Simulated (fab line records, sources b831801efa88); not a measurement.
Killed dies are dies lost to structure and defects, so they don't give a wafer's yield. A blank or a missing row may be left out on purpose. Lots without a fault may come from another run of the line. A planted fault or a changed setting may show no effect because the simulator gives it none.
A struck lot beside a sound one | flow gf180mcu | 14 steps out of a route of 602
Sound: wafers L957.1, L957.5, L957.6. Struck: wafers L943.1, L943.5, L943.6. The cause comes at the end.
At each step with rows: each side's tool, then ch and its chambers, then its first start. Under that, the readings that differ: sound wafers | struck wafers | difference of the means | sigmas: that difference in standard deviations of wafers without a fault.
alike: readings whose means differ by less than 2 such deviations, and words and numbers that are the same on both sides. not compared: withheld readings, readings that some wafer has no value for, bounds like >300 that may hide the same value, and numbers for which the record gives no deviation and whose values overlap.
The two part at a step that has a row with sigmas, a row that says differs or no value, or rows on one side only. Numbers that don't overlap but have no deviation are shown without sigmas and don't part them. A reading that every wafer of one side lacks parts them only if that side has two wafers or more.

first, 2 steps without rows for these wafers: GF_M2_CLEAN_19 (cleans in DIW); GF_V2_CVD_00 (deposits SiO2, target thk 600 nm, time 100 s).
GF_V2_THK_MEAS_01:
  sound on film_metro-01, day 26 09:15; struck on film_metro-03, day 21 13:29
  alike: V2_CVD_00_THK
GF_V2_CVD_02: deposits SiO2 from TEOS, target thk 850 nm, time 94.851 s.
  sound on pecvd-01 ch 1,2, day 26 09:19; struck on pecvd-01 ch 0,1,2, day 21 13:33
  alike: heater_power_w
GF_V2_THK_MEAS_03:
  sound on film_metro-04, day 26 09:23; struck on film_metro-01, day 21 13:37
  alike: V2_CVD_02_THK
GF_V2_CMP_04: polishes SiO2.
  sound on cmp-02 ch 1,2,3, day 26 09:32; struck on cmp-01 ch 0,1, day 21 13:41
  alike: motor_current_A, platen_rpm, slurry_filter_dp_kPa, time_to_endpoint_s
GF_V2_BOW_MEAS_05:
  sound on film_metro-01, day 26 09:44; struck on film_metro-04, day 21 13:59
  alike: V2_BOW
then, 5 steps without rows for these wafers: GF_V2_DEHYDRATE_06 (time 60 s); GF_V2_HMDS_07 (prime time 60 s); GF_V2_COAT_08; GF_V2_COAT_09 (resist thk 1000 nm); GF_V2_SOFTBAKE_10 (time 60 s).
GF_V2_EXPOSE_11: exposes mask Via2, target cd 260 nm.
  sound on krf_scanner-01 ch 0, day 26 20:23; struck on krf_scanner-01, day 22 02:08
  no value came back on the struck wafers for exposure_dose_mJ_cm2, focus_offset_nm (nm); on the sound wafers exposure_dose_mJ_cm2 reads 37.93 37.98 37.93
  alike: mask
then, 1 step without rows for these wafers: GF_V2_PEB_12 (peb time 90 s).

WHERE THEY PART
Only at GF_V2_EXPOSE_11, within this record.

WHY: what the simulator had put in
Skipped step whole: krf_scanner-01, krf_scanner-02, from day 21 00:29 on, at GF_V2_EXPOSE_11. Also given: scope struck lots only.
